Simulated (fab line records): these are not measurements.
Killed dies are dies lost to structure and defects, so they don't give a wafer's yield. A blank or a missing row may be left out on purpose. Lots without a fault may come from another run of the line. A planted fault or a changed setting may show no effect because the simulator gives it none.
fab line records | flow sky130
[record] lots = 13 | wafers = 39 | last-day = 50
route steps=708 shown FIELD_ISO@18 VIA4@651 PAD_OPEN@708
lots with no fault: from the same line, run without faults
start-h: hours from the record's opening day to when the first of the lot's shown wafers began | wait-h: how many hours have passed since the lot's step before this one | " same as the row above | L1.1+2: several wafers, shown together as one row | - no value, or no start was given | * or withheld: withheld | < > ~ a bound
route shown NAME@n: NAME is a module with steps in the file, n the number in the route of the first one | usual: mean and standard deviation over wafers with no fault | same: alike in all rows | chamber/n: place in a boat | sites: readings site by site | _std_site: standard deviation of those values | _edge_site: mean of outer sites minus mean of inner sites | radius-mm: how far each site lies from the wafer's centre | mask NAME#n: copy n | behind: the most recent tool/chamber to have shaped the wafer | hold: why the lot went on hold/how many hours it stayed there/how the hold came to an end | device: whichever transistor did not switch (one of n, p or np) | end of line: the route-end tests of the same wafers | for a step that has no rows: nothing shown but its recipe | killed: the dies lost at the first sort to structure and to defects; this is not the yield of the wafer | map: per-die view of a wafer (x killed, . not killed, _ where there is no die)
set.NAME: the run value of the setting; set.NAME@STEP: its run value at that earlier step | model.NAME: the simulator's own value behind a step, which no gauge read
one table for each step of the route and one row for each wafer, over a sample of lots
services: the hour from which a tool's chamber was out of use, counted from the record's first day as start-h (under 0 if before that day), plus the number of hours and why
[[steps]]
[step SKY_FIELD_ISO_ETCH_17]
[recipe] target-depth-a = 3420 | mask-material = Si3N4 | chemistry = HBr/Cl2/O2 | target = Si | taper-deg = 5 | icp-w = 600 | bias-w = 150 | pressure-mtorr = 15 | HBr_flow_sccm = 150 | Cl2_flow_sccm = 40 | O2_flow_sccm = 6 | time-s = 97.7
[usual] drypump-motor-current-A = 5.8/0.41 | oes-product-au = 1.001/0.011 | throttle-valve-pct = 25.656/0.012
lot.wafer | tool      | chamber | start-h | wait-h | drypump-motor-current-A | oes-product-au | rf-hours-counter-h | throttle-valve-pct
L173.1    | rie-si-02 | 2       | 33.54   | 0.1    | 5.9                     | 1.003          | 112                | 25.663
L173.4    | "         | 1       | "       | "      | 6.5                     | 0.991          | 1                  | 25.666
L173.6    | "         | 2       | "       | "      | 5.9                     | 0.997          | -                  | 25.666
L175.4    | rie-si-02 | 1       | 39.50   | 0.0    | 6.5                     | 0.997          | 1                  | 25.661
L175.5    | "         | 2       | "       | "      | 5.8                     | 0.996          | -                  | 25.654
L175.6    | "         | 1       | "       | "      | 6.5                     | 0.993          | -                  | 25.668
L178.2    | rie-si-02 | 0       | 54.00   | 0.1    | 6.0                     | 0.973          | 111                | 25.665
L178.3    | "         | 2       | "       | "      | 5.8                     | 0.988          | 112                | 25.668
L178.4    | "         | 0       | "       | "      | 6.0                     | 0.980          | -                  | 25.675
L180.1    | rie-si-02 | 3       | 67.59   | 0.1    | 6.1                     | 0.999          | 116                | 25.675
L180.4    | "         | 1       | "       | "      | 6.5                     | 0.992          | 1                  | 25.670
L180.5    | "         | 2       | "       | "      | 5.8                     | 0.996          | -                  | 25.653
L183.2    | rie-si-02 | 0       | 77.20   | 0.1    | 6.0                     | 0.977          | 111                | 25.657
L183.5    | "         | 0       | "       | "      | 5.9                     | 0.976          | -                  | 25.677
L183.6    | "         | 1       | "       | "      | 6.5                     | 0.982          | -                  | 25.667
L184.1    | rie-si-02 | 2       | 84.75   | 0.1    | 5.8                     | 0.992          | 113                | 25.655
L184.4    | "         | 1       | "       | "      | 6.5                     | 0.993          | 2                  | 25.651
L184.6    | "         | 3       | "       | "      | 6.1                     | 0.996          | -                  | 25.657
L189.1    | rie-si-01 | 1       | 112.60  | 0.1    | 5.8                     | 1.008          | 113                | 25.636
L189.2    | "         | 0       | "       | "      | 5.8                     | 0.983          | 122                | 25.673
L189.4    | "         | 2       | "       | "      | 5.1                     | 1.009          | 87                 | 25.642
L190.4    | rie-si-01 | 2       | 117.60  | 0.0    | 5.1                     | 1.013          | 87                 | 25.648
L190.5    | "         | 2       | "       | "      | 5.1                     | 1.007          | -                  | 25.673
L190.6    | "         | 1       | "       | "      | 5.8                     | 1.024          | -                  | 25.645
L191.2    | rie-si-01 | 0       | 123.24  | 0.1    | 5.8                     | 0.988          | 122                | 25.677
L191.5    | "         | 2       | "       | "      | 5.1                     | 1.009          | -                  | 25.660
L191.6    | "         | 1       | "       | "      | 5.8                     | 1.013          | -                  | 25.647
L193.1    | rie-si-01 | 3       | 132.84  | 0.1    | 6.1                     | 1.014          | 0                  | 25.643
L193.3    | "         | 0       | "       | "      | 5.8                     | 0.984          | 122                | 25.671
L193.6    | "         | 0       | "       | "      | 5.8                     | 0.988          | -                  | 25.646
L194.1    | rie-si-01 | 3       | 140.64  | 0.1    | 6.1                     | 1.003          | 0                  | 25.646
L194.3    | "         | 2       | "       | "      | 5.1                     | 1.009          | 87                 | 25.651
L194.5    | "         | 3       | "       | "      | 6.1                     | 1.008          | -                  | 25.657
L195.2    | rie-si-01 | 0       | 143.54  | 0.1    | 5.8                     | 0.989          | 122                | 25.663
L195.4    | "         | 2       | "       | "      | 5.1                     | 1.011          | 88                 | 25.629
L195.6    | "         | 0       | "       | "      | 5.8                     | 0.989          | -                  | 25.675
L196.2    | rie-si-01 | 1       | 148.99  | 0.1    | 5.8                     | 1.006          | 114                | 25.636
L196.3    | "         | 2       | "       | "      | 5.1                     | 1.007          | 88                 | 25.646
L196.6    | "         | 1       | "       | "      | 5.8                     | 1.012          | -                  | 25.649
[step SKY_VIA4_ETCH_12]
[recipe] target = SiO2 | chemistry = C4F8/O2/Ar | stop-on = TiN | mask-material = NOVOLAK | source-w = 1500 | bias-w = 1200 | pressure-mtorr = 40 | c4f8-flow-sccm = withheld | O2_flow_sccm = 6 | Ar_flow_sccm = 300 | time-s = withheld | target-depth-a = 5800
[usual] oes-product-au = 0.926/0.0045
lot.wafer | tool        | chamber | start-h | wait-h | oes-product-au
L173.1    | rie-diel-03 | 0       | 1008.41 | 0.0    | 0.937
L173.4    | "           | 2       | "       | "      | 0.928
L173.6    | "           | 3       | "       | "      | 0.929
L175.4    | rie-diel-03 | 0       | 1026.81 | 0.0    | 0.924
L175.5    | "           | 2       | "       | "      | 0.926
L175.6    | "           | 1       | "       | "      | 0.927
L178.2    | rie-diel-03 | 1       | 1029.52 | 0.0    | 0.925
L178.3    | "           | 0       | "       | "      | 0.920
L178.4    | "           | 2       | "       | "      | 0.930
L180.1    | rie-diel-01 | 0       | 1056.21 | 0.0    | 0.925
L180.4    | "           | 3       | "       | "      | 0.926
L180.5    | "           | 0       | "       | "      | 0.929
L184.1    | rie-diel-03 | 3       | 1058.61 | 0.0    | 0.931
L184.4    | "           | 2       | "       | "      | 0.928
L184.6    | "           | 1       | "       | "      | 0.925
L183.2    | rie-diel-02 | 2       | 1072.21 | 0.0    | 0.922
L183.5    | "           | 3       | "       | "      | 0.926
L183.6    | "           | 2       | "       | "      | 0.920
L189.1    | rie-diel-01 | 1       | 1104.86 | 0.0    | 0.925
L189.2    | "           | 0       | "       | "      | 0.923
L189.4    | "           | 1       | "       | "      | 0.919
L190.4    | rie-diel-01 | 0       | 1110.91 | 0.0    | 0.927
L190.5    | "           | 2       | "       | "      | 0.926
L190.6    | "           | 1       | "       | "      | 0.922
L191.2    | rie-diel-01 | 0       | 1113.11 | 0.0    | 0.923
L191.5    | "           | 2       | "       | "      | 0.920
L191.6    | "           | 1       | "       | "      | 0.926
L194.1    | rie-diel-02 | 3       | 1135.11 | 0.0    | 0.927
L194.3    | "           | 2       | "       | "      | 0.920
L194.5    | "           | 3       | "       | "      | 0.918
L193.1    | rie-diel-01 | 0       | 1136.86 | 0.0    | 0.916
L193.3    | "           | 3       | "       | "      | 0.918
L193.6    | "           | 3       | "       | "      | 0.922
L195.2    | rie-diel-03 | 0       | 1141.06 | 0.0    | 0.925
L195.4    | "           | 0       | "       | "      | 0.928
L195.6    | "           | 2       | "       | "      | 0.928
L196.2    | rie-diel-01 | 1       | 1142.46 | 0.0    | 0.920
L196.3    | "           | 3       | "       | "      | 0.924
L196.6    | "           | 2       | "       | "      | 0.928
[step SKY_VIA4_SPUTTER_17]
[recipe] material = TiN | target-thk-nm = 20 | chamber-pressure-pa = 5 | power-w = 4000 | time-s = 80
[usual] throttle-valve-pct = 30.1/1.3
lot.wafer | tool           | chamber | start-h | wait-h | throttle-valve-pct
L173.1    | pvd-sputter-01 | -       | 1009.07 | 0.0    | 27.0
L173.4    | "              | -       | "       | "      | 32.0
L173.6    | "              | -       | "       | "      | 30.2
L175.4    | pvd-sputter-03 | -       | 1027.47 | 0.0    | 30.2
L175.5    | "              | -       | "       | "      | 31.0
L175.6    | "              | -       | "       | "      | 30.1
L178.2    | pvd-sputter-01 | -       | 1030.18 | 0.0    | 30.0
L178.3    | "              | -       | "       | "      | 32.4
L178.4    | "              | -       | "       | "      | 30.4
L180.1    | pvd-sputter-03 | -       | 1056.87 | 0.0    | 30.1
L180.4    | "              | -       | "       | "      | 31.0
L180.5    | "              | -       | "       | "      | 29.4
L184.1    | pvd-sputter-04 | -       | 1059.27 | 0.0    | 29.4
L184.4    | "              | -       | "       | "      | 29.6
L184.6    | "              | -       | "       | "      | 29.5
L183.2    | pvd-sputter-03 | -       | 1072.88 | 0.0    | 30.0
L183.5    | "              | -       | "       | "      | 29.9
L183.6    | "              | -       | "       | "      | 30.2
L189.1    | pvd-sputter-03 | -       | 1105.55 | 0.0    | 29.9
L189.2    | "              | -       | "       | "      | 31.1
L189.4    | "              | -       | "       | "      | 31.2
L190.4    | pvd-sputter-01 | -       | 1112.01 | 0.0    | 30.3
L190.5    | "              | -       | "       | "      | 30.0
L190.6    | "              | -       | "       | "      | 27.4
L191.2    | pvd-sputter-03 | -       | 1114.21 | 0.0    | 29.9
L191.5    | "              | -       | "       | "      | 30.2
L191.6    | "              | -       | "       | "      | 31.1
L194.1    | pvd-sputter-03 | -       | 1135.77 | 0.0    | 30.1
L194.3    | "              | -       | "       | "      | 29.6
L194.5    | "              | -       | "       | "      | 30.1
L193.1    | pvd-sputter-03 | -       | 1137.52 | 0.0    | 29.6
L193.3    | "              | -       | "       | "      | 30.9
L193.6    | "              | -       | "       | "      | 30.9
L195.2    | pvd-sputter-01 | -       | 1142.06 | 0.0    | 30.7
L195.4    | "              | -       | "       | "      | 27.0
L195.6    | "              | -       | "       | "      | 32.5
L196.2    | pvd-sputter-01 | -       | 1143.65 | 0.0    | 30.0
L196.3    | "              | -       | "       | "      | 27.2
L196.6    | "              | -       | "       | "      | 30.0
[step SKY_VIA4_RS_MEAS_19]
[recipe] thk-meas-gauge = four-point-probe | reads = W_of_VIA4_CVD_18+TiN_of_VIA4_SPUTTER_17
[usual] VIA4_W_RS = 0.226/0.0052
lot.wafer | tool          | chamber | start-h | wait-h | VIA4_W_RS[ohm/sq]
L173.1    | film-metro-04 | -       | 1009.28 | 0.1    | 0.230
L173.4    | "             | -       | "       | "      | 0.230
L173.6    | "             | -       | "       | "      | 0.232
L175.4    | film-metro-04 | -       | 1027.76 | 0.1    | 0.227
L175.5    | "             | -       | "       | "      | 0.226
L175.6    | "             | -       | "       | "      | 0.230
L178.2    | film-metro-01 | -       | 1030.43 | 0.1    | 0.226
L178.3    | "             | -       | "       | "      | 0.221
L178.4    | "             | -       | "       | "      | 0.230
L180.1    | film-metro-04 | -       | 1057.08 | 0.1    | 0.225
L180.4    | "             | -       | "       | "      | 0.227
L180.5    | "             | -       | "       | "      | 0.217
L184.1    | film-metro-04 | -       | 1059.48 | 0.1    | 0.222
L184.4    | "             | -       | "       | "      | 0.226
L184.6    | "             | -       | "       | "      | 0.228
L183.2    | film-metro-02 | -       | 1073.11 | 0.1    | 0.224
L183.5    | "             | -       | "       | "      | 0.222
L183.6    | "             | -       | "       | "      | 0.216
L189.1    | film-metro-02 | -       | 1105.76 | 0.1    | 0.230
L189.2    | "             | -       | "       | "      | 0.232
L189.4    | "             | -       | "       | "      | 0.230
L190.4    | film-metro-01 | -       | 1112.28 | 0.1    | 0.219
L190.5    | "             | -       | "       | "      | 0.222
L190.6    | "             | -       | "       | "      | 0.218
L191.2    | film-metro-04 | -       | 1114.44 | 0.1    | 0.228
L191.5    | "             | -       | "       | "      | 0.234
L191.6    | "             | -       | "       | "      | 0.227
L194.1    | film-metro-04 | -       | 1135.98 | 0.1    | 0.221
L194.3    | "             | -       | "       | "      | 0.227
L194.5    | "             | -       | "       | "      | 0.223
L193.1    | film-metro-02 | -       | 1137.74 | 0.1    | 0.236
L193.3    | "             | -       | "       | "      | 0.234
L193.6    | "             | -       | "       | "      | 0.230
L195.2    | film-metro-02 | -       | 1142.30 | 0.1    | 0.224
L195.4    | "             | -       | "       | "      | 0.220
L195.6    | "             | -       | "       | "      | 0.221
L196.2    | film-metro-04 | -       | 1143.88 | 0.1    | 0.227
L196.3    | "             | -       | "       | "      | 0.219
L196.6    | "             | -       | "       | "      | 0.221
[step SKY_PAD_OPEN_PROBE_99]
[usual] killed_at_M0_to_M3 = 43/7.2 | killed_at_M4_up = 3.5/2 | killed-at-contacts = 24/5.2 | killed-at-front-end = 15/4.4 | killed-at-other = 0.2/0.48 | killed-dies = 85/9.4 | killed-open = 46/7.3 | killed-short = 39/6.1
[same] gross-dies = 492 | killed-at-back-side = 0
lot.wafer | tool      | chamber | start-h | wait-h | killed_at_M0_to_M3 | killed_at_M4_up | killed-at-contacts | killed-at-front-end | killed-at-other | killed-dies | killed-open | killed-short
L180.1    | prober-02 | -       | 1123.20 | 0.1    | 29                 | 9               | 27                 | 21                  | 0               | 86          | 49          | 32
L180.4    | prober-02 | -       | 1123.35 | 0.2    | 41                 | 3               | 28                 | 19                  | 0               | 91          | 51          | 39
L180.5    | prober-02 | -       | 1123.40 | 0.2    | 34                 | 3               | 29                 | 14                  | 0               | 80          | 42          | 38
L184.1    | prober-02 | -       | 1127.15 | 0.1    | 35                 | 4               | 22                 | 38                  | 0               | 99          | 42          | 37
L184.4    | prober-02 | -       | 1127.30 | 0.2    | 35                 | 1               | 29                 | 46                  | 1               | 112         | 39          | 37
L184.6    | prober-02 | -       | 1127.40 | 0.2    | 27                 | 0               | 18                 | 61                  | 0               | 106         | 29          | 29
L183.2    | prober-02 | -       | 1136.29 | 0.1    | 37                 | 4               | 25                 | 67                  | 0               | 133         | 45          | 38
L183.5    | prober-02 | -       | 1136.44 | 0.2    | 44                 | 7               | 22                 | 55                  | 0               | 128         | 41          | 43
L183.6    | prober-02 | -       | 1136.49 | 0.2    | 35                 | 4               | 27                 | 58                  | 0               | 124         | 46          | 37
L189.1    | prober-02 | -       | 1165.06 | 0.1    | 38                 | 4               | 30                 | 13                  | 3               | 88          | 40          | 44
L189.2    | prober-02 | -       | 1165.11 | 0.1    | 39                 | 4               | 27                 | 13                  | 2               | 85          | 43          | 40
L189.4    | prober-02 | -       | 1165.21 | 0.2    | 45                 | 4               | 21                 | 11                  | 0               | 81          | 42          | 39
L194.1    | prober-01 | -       | 1189.84 | 0.1    | 45                 | 4               | 21                 | 19                  | 0               | 89          | 48          | 41
L194.3    | prober-01 | -       | 1189.94 | 0.2    | 42                 | 2               | 22                 | 16                  | 0               | 82          | 41          | 41
L194.5    | prober-01 | -       | 1190.04 | 0.2    | 41                 | 2               | 35                 | 14                  | 0               | 92          | 50          | 42
L193.1    | prober-02 | -       | 1192.27 | 0.1    | 39                 | 5               | 28                 | 16                  | 1               | 89          | 44          | 45
L193.3    | prober-02 | -       | 1192.37 | 0.2    | 51                 | 4               | 27                 | 11                  | 0               | 93          | 57          | 36
L193.6    | prober-02 | -       | 1192.52 | 0.2    | 29                 | 6               | 30                 | 12                  | 0               | 77          | 46          | 31
// killed by level:class
L180.1 CONTACT:geometric-particle:open=12 VIA1:geometric-particle:open=6 METAL4:geometric-particle:short=6 FIELD_ISO:geometric-particle:open=5 FIELD_ISO:geometric-particle:short=5 LI_CONTACT:geometric-particle:open=5 METAL1:geometric-particle:short=5 METAL2:geometric-particle:short=4
L180.4 CONTACT:geometric-particle:open=14 FIELD_ISO:geometric-particle:open=7 VIA3:geometric-particle:open=7 METAL1:geometric-particle:short=6 VIA1:geometric-particle:open=6 LI_CONTACT:geometric-particle:open=5 POLY_GATE:geometric-particle:short=4 LOCAL_INTERCONNECT:geometric-particle:short=4
L180.5 CONTACT:geometric-particle:open=10 LI_CONTACT:geometric-particle:open=8 METAL1:geometric-particle:short=6 VIA3:geometric-particle:open=6 LOCAL_INTERCONNECT:geometric-particle:short=5 CONTACT:geometric-particle:short=5 FIELD_ISO:geometric-particle:open=4 FIELD_ISO:geometric-particle:short=4
L184.1 FIELD_ISO:unspecified=20 VIA1:geometric-particle:open=7 FIELD_ISO:geometric-particle:short=5 LI_CONTACT:geometric-particle:short=5 LI_CONTACT:geometric-particle:open=5 CONTACT:geometric-particle:open=5 VIA3:geometric-particle:open=5 VIA3:geometric-particle:short=5
L184.4 FIELD_ISO:unspecified=36 LI_CONTACT:geometric-particle:open=11 CONTACT:geometric-particle:open=7 VIA3:geometric-particle:short=6 VIA1:geometric-particle:open=5 VIA2:geometric-particle:open=5 CONTACT:geometric-particle:short=4 VIA1:geometric-particle:short=4
L184.6 FIELD_ISO:unspecified=48 CONTACT:geometric-particle:open=7 LI_CONTACT:geometric-particle:open=6 METAL1:geometric-particle:short=5 FIELD_ISO:geometric-particle:short=4 VIA2:geometric-particle:open=4 CONTACT:geometric-particle:short=3 VIA1:geometric-particle:short=3
L183.2 FIELD_ISO:unspecified=49 CONTACT:geometric-particle:open=10 VIA2:geometric-particle:open=8 LI_CONTACT:geometric-particle:short=6 VIA1:geometric-particle:open=6 VIA1:geometric-particle:short=5 METAL2:geometric-particle:short=5 VIA3:geometric-particle:open=4
L183.5 FIELD_ISO:unspecified=44 VIA1:geometric-particle:open=8 METAL1:geometric-particle:short=8 VIA3:geometric-particle:open=8 CONTACT:geometric-particle:open=7 METAL4:geometric-particle:short=6 LI_CONTACT:geometric-particle:open=5 CONTACT:geometric-particle:short=5
L183.6 FIELD_ISO:unspecified=41 VIA1:geometric-particle:open=13 CONTACT:geometric-particle:open=9 CONTACT:geometric-particle:short=5 FIELD_ISO:geometric-particle:short=4 FIELD_ISO:geometric-particle:open=4 POLY_GATE:geometric-particle:open=4 LI_CONTACT:geometric-particle:open=4
L189.1 CONTACT:geometric-particle:open=10 VIA1:geometric-particle:open=9 CONTACT:geometric-particle:short=7 VIA1:geometric-particle:short=6 VIA3:geometric-particle:open=5 METAL1:geometric-particle:short=5 METAL2:geometric-particle:short=5 FIELD_ISO:geometric-particle:short=4
L189.2 LI_CONTACT:geometric-particle:open=7 CONTACT:geometric-particle:open=7 CONTACT:geometric-particle:short=7 VIA1:geometric-particle:open=7 VIA3:geometric-particle:open=7 METAL1:geometric-particle:short=6 VIA1:geometric-particle:short=5 METAL2:geometric-particle:short=5
L189.4 VIA1:geometric-particle:open=10 CONTACT:geometric-particle:open=8 VIA2:geometric-particle:open=8 VIA1:geometric-particle:short=7 VIA3:geometric-particle:short=6 LI_CONTACT:geometric-particle:open=5 METAL1:geometric-particle:short=4 METAL2:geometric-particle:short=4
L194.1 VIA1:geometric-particle:open=11 VIA3:geometric-particle:open=8 CONTACT:geometric-particle:open=7 FIELD_ISO:geometric-particle:short=5 LI_CONTACT:geometric-particle:open=5 CONTACT:geometric-particle:short=5 VIA1:geometric-particle:short=5 VIA2:geometric-particle:short=4
L194.3 VIA1:geometric-particle:open=9 VIA3:geometric-particle:open=8 CONTACT:geometric-particle:open=7 VIA2:geometric-particle:short=7 CONTACT:geometric-particle:short=5 LI_CONTACT:geometric-particle:open=4 POLY_GATE:geometric-particle:short=4 METAL1:geometric-particle:short=4
L194.5 CONTACT:geometric-particle:open=12 METAL2:geometric-particle:short=9 LI_CONTACT:geometric-particle:open=8 VIA1:geometric-particle:open=8 VIA2:geometric-particle:open=8 CONTACT:geometric-particle:short=7 FIELD_ISO:geometric-particle:short=4 POLY_GATE:geometric-particle:open=4
L193.1 CONTACT:geometric-particle:open=10 LOCAL_INTERCONNECT:geometric-particle:short=9 VIA1:geometric-particle:open=8 VIA2:geometric-particle:open=7 POLY_GATE:geometric-particle:short=4 CONTACT:geometric-particle:short=4 METAL2:geometric-particle:short=4 VIA3:geometric-particle:open=4
L193.3 VIA1:geometric-particle:open=14 LI_CONTACT:geometric-particle:open=10 VIA3:geometric-particle:open=10 METAL1:geometric-particle:short=6 FIELD_ISO:geometric-particle:open=5 CONTACT:geometric-particle:open=5 VIA2:geometric-particle:open=5 LI_CONTACT:geometric-particle:short=4
L193.6 CONTACT:geometric-particle:open=17 VIA1:geometric-particle:open=6 LI_CONTACT:geometric-particle:open=5 METAL2:geometric-particle:short=5 LOCAL_INTERCONNECT:geometric-particle:short=4 CONTACT:geometric-particle:short=4 VIA3:geometric-particle:open=4 VIA2:geometric-particle:open=4
[[services]]
tool           | chamber | start-h | hours | kind
pvd-sputter-03 | -       | 52.33   | 5.4   | repair
rie-si-01      | 1       | 57.72   | 4.1   | repair
pvd-sputter-03 | -       | 82.85   | 3.2   | repair
rie-si-01      | 2       | 186.19  | 6.4   | repair
rie-si-01      | -       | 212.21  | 0.1   | repair
rie-si-01      | 1       | 221.76  | 14.9  | repair
pvd-sputter-03 | -       | 245.86  | 2.1   | repair
pvd-sputter-03 | -       | 299.62  | 1.8   | repair
pvd-sputter-03 | -       | 308.08  | 40.2  | repair
rie-si-01      | 0       | 342.65  | 9.2   | repair
rie-si-01      | 0       | 404.90  | 1.7   | repair
rie-si-01      | -       | 414.44  | 2.8   | pm
pvd-sputter-03 | -       | 458.31  | 1.8   | repair
pvd-sputter-03 | -       | 475.31  | 4.5   | repair
rie-si-01      | 2       | 513.61  | 6.5   | repair
rie-si-01      | -       | 567.09  | 0.3   | repair
rie-si-01      | 3       | 624.83  | 2.4   | repair
pvd-sputter-03 | -       | 654.03  | 0.5   | repair
pvd-sputter-03 | -       | 679.70  | 0.8   | repair
pvd-sputter-03 | -       | 702.76  | 2.5   | repair
pvd-sputter-03 | -       | 706.49  | 3.1   | repair
rie-si-01      | -       | 739.00  | 0.8   | repair
rie-si-01      | 1       | 817.87  | 5.2   | repair
pvd-sputter-03 | -       | 838.63  | 10.0  | repair
[[key]]
[first-sign] step = SKY_PAD_OPEN_PROBE_99 | reading = killed-at-front-end | direction = up | sigmas = 9 | usual = 15 | struck = 54
[effect] step = SKY_PAD_OPEN_PROBE_99 | reading = killed-dies | direction = up | sigmas = 3.3 | usual = 85 | struck = 117
met-at SKY_FIELD_ISO_ETCH_17
struck-lots L183,L184
tester-left-out L183,L184
not-acting-at SKY_VIA4_ETCH_12,SKY_VIA4_SPUTTER_17,SKY_VIA4_RS_MEAS_19
onset-between 67.59 77.20
[fault] kind = chamber-particle-source | tool = rie-si-02 | chamber = - | onset-h = 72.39 | steps = SKY_FIELD_ISO_ETCH_17 | rate-per-visit-cm2 = 1.1935 | end-h = 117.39
// tester-left-out: of these lots the tester's yield and bins aren't shown, on N5 and GAA mostly nor the transistor test; their killed dies are dies lost to structure and defects alone, not to doping, threshold or leakage, so they don't give the yield
